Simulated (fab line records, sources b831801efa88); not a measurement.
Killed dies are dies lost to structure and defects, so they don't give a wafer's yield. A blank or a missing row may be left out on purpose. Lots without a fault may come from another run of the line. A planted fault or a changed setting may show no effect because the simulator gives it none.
Which tool did it? | flow sky130 | 24 lots, 72 wafers sampled, at 5 steps of a route of 708

WHAT THE GAUGES READ, wafer by wafer
SKY_VIA3_BOW_MEAS_03. Usual: VIA3_BOW 79 um, standard deviation 7.2.
lot  | measured     | on            | VIA3_BOW (um) | flag
L074 | day 39 14:37 | film_metro-03 | 63 84 66      |
L075 | day 39 16:14 | film_metro-03 | 83 84 82      |
L077 | day 39 16:36 | film_metro-03 | 86 75 80      |
L076 | day 39 17:55 | film_metro-03 | 67 74 69      |
L078 | day 41 11:16 | film_metro-04 | 65 80 70      |
L079 | day 41 11:28 | film_metro-03 | 84 75 82      |
L080 | day 41 14:01 | film_metro-03 | 73 73 75      |
L081 | day 41 13:41 | film_metro-04 | 67 84 83      |
L082 | day 41 14:22 | film_metro-04 | 85 80 69      |
L084 | day 41 20:03 | film_metro-02 | 68 78 79      |
L083 | day 41 23:34 | film_metro-03 | 72 66 60      |
L085 | day 42 00:46 | film_metro-04 | 84 84 82      |
L086 | day 42 01:07 | film_metro-02 | 85 78 84      |
L087 | day 42 11:14 | film_metro-02 | 78 85 82      |
L088 | day 42 20:50 | film_metro-02 | 80 71 70      |
L089 | day 42 22:02 | film_metro-03 | 83 72 88      |
L090 | day 43 11:40 | film_metro-03 | 83 81 81      |
L091 | day 43 14:43 | film_metro-04 | 86 81 94      |
L092 | day 43 19:02 | film_metro-03 | 75 85 83      |
L093 | day 44 08:07 | film_metro-04 | 82 72 88      |
L094 | day 44 11:37 | film_metro-02 | 69 81 82      |
L095 | day 44 21:18 | film_metro-04 | 92 84 93      |
L096 | day 44 22:46 | film_metro-02 | 75 71 64      |
L097 | day 45 05:32 | film_metro-03 | 83 80 74      |

WHICH TOOL RAN EACH LOT (tool, then ch and the chambers of the sampled wafers, then the start)
lot  | SKY_VIA1_ETCH_14                   | SKY_METAL2_SOFTBAKE_11                       | SKY_VIA2_ETCH_14                   | SKY_METAL3_STRIP_19
L074 | rie_diel-01 ch 0,1, day 35 00:07   | litho_track-03 ch 0, day 37 07:01 or earlier | rie_diel-02 ch 1,2,3, day 37 07:01 | plasma_asher-01 ch 0,1, day 39 13:29
L075 | rie_diel-03 ch 0,1,3, day 35 02:22 | litho_track-01 ch 0, day 37 09:19 or earlier | rie_diel-03 ch 2,3, day 37 09:19   | plasma_asher-04 ch 0,1, day 39 15:07
L077 | rie_diel-04 ch 1,2,3, day 35 03:22 | litho_track-04 ch 0, day 37 09:40 or earlier | rie_diel-04 ch 0,1, day 37 09:40   | plasma_asher-02 ch 0,1, day 39 15:23
L076 | rie_diel-03 ch 2,3, day 35 04:13   | litho_track-01 ch 0, day 37 11:39 or earlier | rie_diel-03 ch 1,2,3, day 37 11:39 | plasma_asher-04 ch 0,1, day 39 16:40
L078 | rie_diel-01 ch 0,1, day 37 00:10   | litho_track-01 ch 0, day 39 06:37 or earlier | rie_diel-02 ch 1,2, day 39 06:37   | plasma_asher-04 ch 0,1, day 41 09:57
L079 | rie_diel-03 ch 0,1,3, day 37 01:19 | litho_track-01 ch 0, day 39 06:53 or earlier | rie_diel-03 ch 1,2,3, day 39 06:53 | plasma_asher-01 ch 0,1, day 41 10:18
L080 | rie_diel-04 ch 0,2,3, day 37 01:40 | litho_track-04 ch 0, day 39 08:08 or earlier | rie_diel-04 ch 0,1,3, day 39 08:08 | plasma_asher-02 ch 0,1, day 41 12:51
L081 | rie_diel-01 ch 1,2,3, day 37 02:31 | litho_track-03 ch 0, day 39 08:29 or earlier | rie_diel-02 ch 1,2,3, day 39 08:29 | plasma_asher-04 ch 0,1, day 41 12:30
L082 | rie_diel-04 ch 0,3, day 37 03:40   | litho_track-01 ch 0, day 39 10:07 or earlier | rie_diel-02 ch 2,3, day 39 10:07   | plasma_asher-04 ch 0, day 41 13:12
L084 | rie_diel-01 ch 0,1, day 37 10:13   | litho_track-04 ch 0, day 39 16:11 or earlier | rie_diel-04 ch 0,2,3, day 39 16:11 | plasma_asher-02 ch 0,1, day 41 18:54
L083 | rie_diel-04 ch 0,2, day 37 13:13   | litho_track-03 ch 0, day 39 19:19 or earlier | rie_diel-04 ch 1,2,3, day 39 19:19 | plasma_asher-04 ch 0,1, day 41 22:24
L085 | rie_diel-03 ch 1,2,3, day 37 13:58 | litho_track-03 ch 0, day 39 19:58 or earlier | rie_diel-02 ch 0,1,3, day 39 19:58 | plasma_asher-02 ch 0,1, day 41 23:36
L086 | rie_diel-01 ch 1,2,3, day 37 14:43 | litho_track-01 ch 0, day 39 20:17 or earlier | rie_diel-03 ch 0,1,3, day 39 20:17 | plasma_asher-01 ch 0,1, day 41 23:59
L087 | rie_diel-03 ch 0,3, day 38 01:07   | litho_track-04 ch 0, day 40 06:28 or earlier | rie_diel-03 ch 0,1,2, day 40 06:28 | plasma_asher-01 ch 0, day 42 10:05
L088 | rie_diel-03 ch 0,1, day 38 13:49   | litho_track-04 ch 0, day 40 17:35 or earlier | rie_diel-02 ch 0,1,3, day 40 17:35 | plasma_asher-04 ch 0,1, day 42 19:20
L089 | rie_diel-04 ch 0,2,3, day 38 15:37 | litho_track-01 ch 0, day 40 18:43 or earlier | rie_diel-03 ch 1,2, day 40 18:43   | plasma_asher-01 ch 0,1, day 42 20:27
L090 | rie_diel-04 ch 1,2,3, day 39 05:40 | litho_track-01 ch 0, day 41 10:02 or earlier | rie_diel-02 ch 1,3, day 41 10:02   | plasma_asher-02 ch 0,1, day 43 10:33
L091 | rie_diel-03 ch 0,1,3, day 39 10:19 | litho_track-03 ch 0, day 41 13:26 or earlier | rie_diel-03 ch 0,2,3, day 41 13:26 | plasma_asher-02 ch 0,1, day 43 13:35
L092 | rie_diel-04 ch 1,2, day 39 13:28   | litho_track-04 ch 0, day 41 17:20 or earlier | rie_diel-04 ch 0,2, day 41 17:20   | plasma_asher-02 ch 0,1, day 43 17:53
L093 | rie_diel-04 ch 0,1,3, day 40 05:16 | litho_track-01 ch 0, day 42 07:50 or earlier | rie_diel-02 ch 0,1,3, day 42 07:50 | plasma_asher-04 ch 0,1, day 44 06:59
L094 | rie_diel-01 ch 0,2,3, day 40 06:34 | litho_track-04 ch 0, day 42 10:14 or earlier | rie_diel-04 ch 1,2,3, day 42 10:14 | plasma_asher-02 ch 0,1, day 44 10:23
L095 | rie_diel-01 ch 1,2,3, day 40 17:10 | litho_track-03 ch 0, day 42 19:46 or earlier | rie_diel-03 ch 2,3, day 42 19:46   | plasma_asher-02 ch 0,1, day 44 20:09
L096 | rie_diel-01 ch 1,2, day 40 21:10   | litho_track-01 ch 0, day 42 22:35 or earlier | rie_diel-04 ch 1,3, day 42 22:35   | plasma_asher-01 ch 0,1, day 44 21:39
L097 | rie_diel-04 ch 0,2, day 41 02:43   | litho_track-04 ch 0, day 43 05:10 or earlier | rie_diel-03 ch 0,2,3, day 43 05:10 | plasma_asher-02 ch 0,1, day 45 04:24
- SKY_VIA1_ETCH_14: etches BARC in N2/H2, stops on SiO2, time 45.9 s, target depth 60 nm.
- SKY_METAL2_SOFTBAKE_11: time 94.31 s.
- SKY_VIA2_ETCH_14: etches BARC in N2/H2, stops on SiO2, time 45.9 s, target depth 60 nm.
- SKY_METAL3_STRIP_19: strips in O2/N2.

WHAT THE TOOLS THEMSELVES READ (means of the sampled wafers that have a number; where no wafer has one, the mark that the record gives instead)
SKY_VIA1_ETCH_14. Usual: drypump_motor_current_A 5.7 A, standard deviation 0.45; oes_product_au 0.855 a.u., standard deviation 0.0049; throttle_valve_pct 13.224 %, standard deviation 0.0089.
lot  | tool        | drypump_motor_current_A (A) | oes_product_au (a.u.) | throttle_valve_pct (%) | flag
L074 | rie_diel-01 | 5.7                         | 0.856                 | 13.215                 |
L075 | rie_diel-03 | 5.8                         | 0.858                 | 13.227                 |
L077 | rie_diel-04 | 5.4                         | 0.855                 | 13.226                 |
L076 | rie_diel-03 | 5.4                         | 0.855                 | 13.220                 |
L078 | rie_diel-01 | 5.7                         | 0.851                 | 13.217                 |
L079 | rie_diel-03 | 5.7                         | 0.852                 | 13.226                 |
L080 | rie_diel-04 | 5.9                         | 0.853                 | 13.222                 |
L081 | rie_diel-01 | 6.0                         | 0.859                 | 13.226                 |
L082 | rie_diel-04 | 6.2                         | 0.855                 | 13.228                 |
L084 | rie_diel-01 | 5.6                         | 0.855                 | 13.221                 |
L083 | rie_diel-04 | 6.0                         | 0.857                 | 13.220                 |
L085 | rie_diel-03 | 5.7                         | 0.853                 | 13.230                 |
L086 | rie_diel-01 | 6.0                         | 0.856                 | 13.222                 |
L087 | rie_diel-03 | 5.5                         | 0.853                 | 13.228                 |
L088 | rie_diel-03 | 6.1                         | 0.855                 | 13.228                 |
L089 | rie_diel-04 | 5.9                         | 0.852                 | 13.224                 |
L090 | rie_diel-04 | 5.4                         | 0.852                 | 13.227                 |
L091 | rie_diel-03 | 5.7                         | 0.853                 | 13.230                 |
L092 | rie_diel-04 | 5.1                         | 0.852                 | 13.221                 |
L093 | rie_diel-04 | 5.9                         | 0.854                 | 13.226                 |
L094 | rie_diel-01 | 5.9                         | 0.854                 | 13.224                 |
L095 | rie_diel-01 | 6.0                         | 0.852                 | 13.224                 |
L096 | rie_diel-01 | 6.0                         | 0.859                 | 13.225                 |
L097 | rie_diel-04 | 5.5                         | 0.855                 | 13.241                 |

SKY_METAL2_SOFTBAKE_11. Usual: plate_sensor_t_centre_C 100.88 C, standard deviation 0.011; plate_sensor_t_edge_C 100.95 C, standard deviation 0.011.
lot  | tool           | plate_sensor_t_centre_C (C) | plate_sensor_t_edge_C (C) | flag
L074 | litho_track-03 | 100.88                      | 100.95                    |
L075 | litho_track-01 | 100.87                      | 100.95                    |
L077 | litho_track-04 | 100.88                      | 100.96                    |
L076 | litho_track-01 | 100.88                      | 100.96                    |
L078 | litho_track-01 | 100.88                      | 100.95                    |
L079 | litho_track-01 | 100.88                      | 100.95                    |
L080 | litho_track-04 | 100.88                      | 100.95                    |
L081 | litho_track-03 | 100.88                      | 100.95                    |
L082 | litho_track-01 | 100.88                      | 100.95                    |
L084 | litho_track-04 | 100.90                      | 100.96                    |
L083 | litho_track-03 | 100.88                      | 100.94                    |
L085 | litho_track-03 | 100.88                      | 100.96                    |
L086 | litho_track-01 | 100.88                      | 100.96                    |
L087 | litho_track-04 | 100.88                      | 100.95                    |
L088 | litho_track-04 | 100.89                      | 100.95                    |
L089 | litho_track-01 | 100.90                      | 100.95                    |
L090 | litho_track-01 | 100.90                      | 100.95                    |
L091 | litho_track-03 | 100.88                      | 100.95                    |
L092 | litho_track-04 | 100.88                      | 100.97                    |
L093 | litho_track-01 | 100.88                      | 100.95                    |
L094 | litho_track-04 | 100.88                      | 100.95                    |
L095 | litho_track-03 | 100.90                      | 100.95                    |
L096 | litho_track-01 | 100.89                      | 100.95                    |
L097 | litho_track-04 | 100.88                      | 100.96                    |

SKY_VIA2_ETCH_14. Usual: drypump_motor_current_A 5.7 A, standard deviation 0.45; oes_product_au 0.855 a.u., standard deviation 0.0046; throttle_valve_pct 13.225 %, standard deviation 0.0088.
lot  | tool        | drypump_motor_current_A (A) | oes_product_au (a.u.) | throttle_valve_pct (%) | flag
L074 | rie_diel-02 | 5.8                         | 0.854                 | 13.216                 |
L075 | rie_diel-03 | 5.4                         | 0.854                 | 13.220                 |
L077 | rie_diel-04 | 5.6                         | 0.852                 | 13.217                 |
L076 | rie_diel-03 | 5.7                         | 0.858                 | 13.228                 |
L078 | rie_diel-02 | 5.8                         | 0.859                 | 13.219                 |
L079 | rie_diel-03 | 5.7                         | 0.852                 | 13.218                 |
L080 | rie_diel-04 | 5.9                         | 0.853                 | 13.231                 |
L081 | rie_diel-02 | 5.8                         | 0.855                 | 13.223                 |
L082 | rie_diel-02 | 5.9                         | 0.850                 | 13.222                 |
L084 | rie_diel-04 | 5.9                         | 0.855                 | 13.227                 |
L083 | rie_diel-04 | 5.4                         | 0.854                 | 13.234                 |
L085 | rie_diel-02 | 5.6                         | 0.856                 | 13.228                 |
L086 | rie_diel-03 | 5.8                         | 0.849                 | 13.213                 |
L087 | rie_diel-03 | 5.8                         | 0.856                 | 13.223                 |
L088 | rie_diel-02 | 5.6                         | 0.854                 | 13.223                 |
L089 | rie_diel-03 | 6.0                         | 0.855                 | 13.229                 |
L090 | rie_diel-02 | 5.5                         | 0.857                 | 13.220                 |
L091 | rie_diel-03 | 5.5                         | 0.857                 | 13.226                 |
L092 | rie_diel-04 | 6.0                         | 0.854                 | 13.230                 |
L093 | rie_diel-02 | 5.6                         | 0.858                 | 13.216                 |
L094 | rie_diel-04 | 5.4                         | 0.854                 | 13.224                 |
L095 | rie_diel-03 | 5.5                         | 0.852                 | 13.225                 |
L096 | rie_diel-04 | 5.4                         | 0.854                 | 13.226                 |
L097 | rie_diel-03 | 5.5                         | 0.851                 | 13.228                 |

SKY_METAL3_STRIP_19. Usual: drypump_motor_current_A 5.87 A, standard deviation 0.26; o2_flow_sccm 3001 sccm, standard deviation 8.4; oes_product_au 0.502 a.u., standard deviation 0.0063; strip_time_to_endpoint_s 6.53 s, standard deviation 0.11.
lot  | tool            | drypump_motor_current_A (A) | o2_flow_sccm (sccm) | oes_product_au (a.u.) | strip_time_to_endpoint_s (s) | flag
L074 | plasma_asher-01 | 6.09                        | 3001                | 0.502                 | 6.51                         |
L075 | plasma_asher-04 | 5.98                        | 2986                | 0.503                 | 6.51                         |
L077 | plasma_asher-02 | 5.69                        | 2994                | 0.504                 | 6.55                         |
L076 | plasma_asher-04 | 5.78                        | 2998                | 0.502                 | 6.51                         |
L078 | plasma_asher-04 | 5.99                        | 3006                | 0.500                 | 6.50                         |
L079 | plasma_asher-01 | 6.08                        | 3002                | 0.502                 | 6.54                         |
L080 | plasma_asher-02 | 5.72                        | 3005                | 0.506                 | 6.60                         |
L081 | plasma_asher-04 | 5.78                        | 3000                | 0.503                 | 6.57                         |
L082 | plasma_asher-04 | 5.59                        | 3003                | 0.501                 | 6.51                         |
L084 | plasma_asher-02 | 5.74                        | 3004                | 0.503                 | 6.60                         |
L083 | plasma_asher-04 | 5.79                        | 2995                | 0.497                 | 6.43                         |
L085 | plasma_asher-02 | 5.68                        | 3009                | 0.509                 | 6.65                         |
L086 | plasma_asher-01 | 6.18                        | 2988                | 0.499                 | 6.49                         |
L087 | plasma_asher-01 | 5.99                        | 3002                | 0.499                 | 6.48                         |
L088 | plasma_asher-04 | 5.97                        | 3005                | 0.496                 | 6.38                         |
L089 | plasma_asher-01 | 6.07                        | 3006                | 0.505                 | 6.61                         |
L090 | plasma_asher-02 | 5.69                        | 2998                | 0.498                 | 6.48                         |
L091 | plasma_asher-02 | 5.72                        | 3012                | 0.500                 | 6.54                         |
L092 | plasma_asher-02 | 5.75                        | 3002                | 0.498                 | 6.42                         |
L093 | plasma_asher-04 | 5.80                        | 3003                | 0.501                 | 6.42                         |
L094 | plasma_asher-02 | 5.67                        | 2994                | 0.496                 | 6.50                         |
L095 | plasma_asher-02 | 5.73                        | 3001                | 0.506                 | 6.59                         |
L096 | plasma_asher-01 | 6.18                        | 2992                | 0.507                 | 6.62                         |
L097 | plasma_asher-02 | 5.74                        | 3003                | 0.508                 | 6.62                         |

THE ANSWER, worked out from the rows above alone
Rule: a lot is off if the mean of its wafers that have a number lies more than 3 standard deviations from the usual mean. A lot without any number at a reading at which 4 lots or more have one is off too. The other lots that the step has rows for count as sound. The gauges are gone through in route order, then the tools' own readings, and for those a lot's mean is taken as printed above. The first step at which some lot is off is used, and at that step the reading that is off furthest; a lot without a number counts as furthest.
No lot is off at any reading shown: from this, nothing can be told.

WHAT THE SIMULATOR HAD PUT IN
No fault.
